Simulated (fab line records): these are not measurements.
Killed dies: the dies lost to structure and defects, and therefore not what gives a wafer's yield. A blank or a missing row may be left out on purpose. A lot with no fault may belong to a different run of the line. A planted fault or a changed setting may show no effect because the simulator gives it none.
Comparing a struck lot with a sound one || flow sky130 || 15 steps out of a route of 708
Sound: wafers L513.2, L513.4, L513.5. Struck: wafers L531.1, L531.2, L531.4. Last of all comes the cause.
Order at every step that has rows: each side's tool, ch and its chambers, its first start. Under that, the readings that differ: sound wafers || struck wafers || difference of the means || sigmas: that difference in standard deviations of wafers without a fault.
alike: a reading whose means differ by less than 2 such deviations, as well as words and numbers matching on both sides. not compared: withheld readings; readings where some wafer has no value; bounds like >300 that might hide an equal value; numbers whose values overlap and for which the record gives no deviation.
A row with sigmas, a row that says differs or no value, or rows on one side alone: a step with any of these is where the two part. Numbers that don't overlap but have no deviation are shown without sigmas and don't part them. A reading that every wafer of one side lacks parts them only if that side has two wafers or more.

SKY_SPACER_ETCHBACK_02: etches Si3N4 in CH3F/O2, stops on SiO2, time 46.7 s, target depth 45 nm.
  sound on rieDiel-02 ch 2,3, day 24 05:29; struck on rieDiel-02 ch 0,2, day 30 03:25
  alike: ch3fFlowSccm, chamberPressureMTorr, drypumpMotorCurrentA, oesProductAu, throttleValvePct
  not compared: rfHoursCounterH
then, 8 steps without rows for these wafers: SKY_POLY_CUT_DEHYDRATE_00 (time 60 s); SKY_POLY_CUT_HMDS_01 (prime time 60 s); SKY_POLY_CUT_COAT_02 (resist thk 60 nm); SKY_POLY_CUT_COAT_03 (resist thk 450 nm); SKY_POLY_CUT_SOFTBAKE_04 (time 90 s); SKY_POLY_CUT_EXPOSE_05 (exposes mask NPCM, target cd 270 nm); SKY_POLY_CUT_PEB_06; SKY_POLY_CUT_DEVELOP_07 (develop time 60 s).
SKY_POLY_CUT_CD_MEAS_08: target cd 270 nm.
  sound: cdSem-02 at day 25 11:32; struck: cdSem-01 at day 31 06:52
  alike: cdNm
SKY_POLY_CUT_OVL_MEAS_09:
  sound: overlay-02 at day 25 11:39; struck: overlay-01 at day 31 06:59
  alike: POLY_CUT_OVL
SKY_POLY_CUT_ETCH_10: etches BARC in N2/H2, stops on SiO2, time 45.9 s, target depth 60 nm.
  sound on rieDiel-02 ch 2,3, day 25 11:41; struck on rieDiel-01 ch 0,2,3, day 31 07:01
  alike: biasW, chamberPressureMTorr, drypumpMotorCurrentA, oesProductAu, throttleValvePct
  not compared: rfHoursCounterH
SKY_POLY_CUT_ETCH_11: etches Si3N4 in CF4/CH2F2/Ar, stops on poly-Si, time 42.5 s, target depth 60 nm.
  sound on rieDiel-02 ch 2,3, day 25 11:43; struck on rieDiel-01 ch 0,2,3, day 31 07:04
  no value came back on the struck wafers for any of 6 readings (biasW (W), cf4FlowSccm (sccm) and others); on the sound wafers biasW (W) reads 150.6 149.9 150.0
  not compared: rfHoursCounterH
SKY_POLY_CUT_STRIP_12: strips in O2/N2.
  sound on plasmaAsher-01 ch 0,1, day 25 11:46; struck on plasmaAsher-04 ch 0,1, day 31 07:07
  alike: chamberPressureMTorr, drypumpMotorCurrentA, oesProductAu, stripTimeToEndpointS
  not compared: rfHoursCounterH
-- record jumps: 19 days separate the struck wafers' starts on either side; left off in module POLY_CUT, taken up again in module PAD_OPEN, whose first shown step is the route's number 708 --
SKY_PAD_OPEN_PROBE_99:
  sound: prober-02 at day 46 14:31; struck: prober-02 at day 50 12:25
{"reading": "hold", "sound": "- - -", "struck": "awaitDispo/4.3h/scrap awaitDispo/4.3h/scrap awaitDispo/4.3h/scrap", "difference": "no value on the sound wafers", "sigmas": ""}
{"reading": "killedAtFrontEnd", "sound": "21 11 19", "struck": "413 430 429", "difference": "+407", "sigmas": "+83"}
{"reading": "killedDies", "sound": "79 74 73", "struck": "492 492 492", "difference": "+417", "sigmas": "+38"}
{"reading": "killedOnRim", "sound": "16 15 13", "struck": "96 96 96", "difference": "+81", "sigmas": "+24"}
  alike: killed_at_M0_to_M3, killed_at_M4_up, killedAtContacts, killedAtOther, killedOpen, killedShort

## WHERE THEY PART
Earliest at SKY_POLY_CUT_ETCH_11; latest, in this record, at SKY_PAD_OPEN_PROBE_99.

WHY: the cause the simulator had injected
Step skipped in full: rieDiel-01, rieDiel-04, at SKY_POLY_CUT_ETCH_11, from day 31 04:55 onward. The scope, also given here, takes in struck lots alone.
